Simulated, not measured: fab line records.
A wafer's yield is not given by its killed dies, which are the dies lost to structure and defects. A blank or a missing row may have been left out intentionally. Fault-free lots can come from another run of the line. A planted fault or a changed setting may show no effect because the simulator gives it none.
Split-lot experiment	flow gf180mcu	5 lots, 23 wafers read, on a route of 602 steps

## ABOUT THE SPLIT
At GF_HV_LDD_DEVELOP_06 (develop time 60 s), the setting devTempC was moved away from the recipe's 23 C on 8 of the 23 wafers read, by -10.2% to +14.9%. The other wafers ran this setting at the recipe's value.

The file shows no step between the split and the reading.

## THE READING
At GF_HV_LDD_CD_MEAS_07: cdNm in nanometres, against a target cd of 400 nm. Typical for fault-free wafers on this fab line: 400.1 nm, with standard deviation 2.7 nm.

wafer	tool, chamber at the split	devTempC as run, C	against the recipe	cdNm, nm	against lot-mates on the recipe
L074.1	lithoTrack-04, 0	23	recipe	397.5	-
L074.2	lithoTrack-04, 0	23	recipe	397.3	-
L074.3	lithoTrack-04, 0	23	recipe	393.6	-
L074.4	lithoTrack-04, 0	23	recipe	397.8	-
L074.6	lithoTrack-04, 0	23	recipe	397.7	-
L076.1	lithoTrack-04, 0	23	recipe	401.8	-
L076.2	lithoTrack-04, 0	23	recipe	398.8	-
L076.4	lithoTrack-04, 0	20.65	-10.2%	408.5	+8.2
L076.5	lithoTrack-04, 0	20.65	-10.2%	406.3	+6.0
L076.6	lithoTrack-04, 0	20.65	-10.2%	409.3	+9.0
L077.1	lithoTrack-03, 0	23	recipe	400.4	-
L077.5	lithoTrack-03, 0	23	recipe	400.5	-
L077.6	lithoTrack-03, 0	23	recipe	401.5	-
L078.1	lithoTrack-01, 0	23	recipe	396.7	-
L078.2	lithoTrack-01, 0	26.43	+14.9%	385.0	-11.6
L078.4	lithoTrack-01, 0	23	recipe	396.6	-
L078.5	lithoTrack-01, 0	26.43	+14.9%	383.5	-13.1
L078.6	lithoTrack-01, 0	26.43	+14.9%	383.5	-13.1
L080.2	lithoTrack-04, 0	23	recipe	396.1	-
L080.3	lithoTrack-04, 0	23	recipe	398.0	-
L080.4	lithoTrack-04, 0	24.92	+8.3%	390.2	-7.3
L080.5	lithoTrack-04, 0	23	recipe	398.3	-
L080.6	lithoTrack-04, 0	24.92	+8.3%	391.7	-5.8

THE FIT
A straight line over all 23 wafers: cdNm changes by -0.946 nm for each +1% of devTempC; r = -0.96; the points scatter about the line by 1.9 nm.
The same after taking each lot's own level away (the mean of its wafers on the recipe; 23 wafers): -0.811 nm for each +1%; r = -0.98; scatter 1.2 nm.
The reading moves by 12 nm for the largest change in devTempC, on that fit.
The span of the lots' own levels, 396.65 to 400.80 nm, comes to 1.5 times the standard deviation stated above.
Thus the slope moves with the lot-to-lot level: the two fits are different.
Check: for one of the wafers moved furthest among these (+14.9%), held out of the fit, the line's prediction against its lot-mates is -12.4 nm. It came out at -11.6 nm against them.

## OTHER SPLITS APPLIED TO THESE WAFERS
Before the reading, these wafers also passed through other splits. Each is held against what the fit with the lots' levels taken away leaves over:
other split on the same wafers	wafers away from the commonest value	r with cdNm (lot level and that fit taken away)
GF_VT_IMPLANT_STRIP_31 pressureMtorr	15	-0.06
GF_DUAL_GATE_OXIDATION_02 oxTimeS	18	+0.09
GF_DUAL_GATE_COAT_06 resistThkNm	8	+0.09
GF_DUAL_GATE_OXIDATION_15 tempC	5	-0.10
GF_POLY_GATE_ETCH_13 icpW	6	-0.39

## THE FILE'S OWN FIT
cdNm changes by -0.812 nm for each +1% of devTempC, r = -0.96.
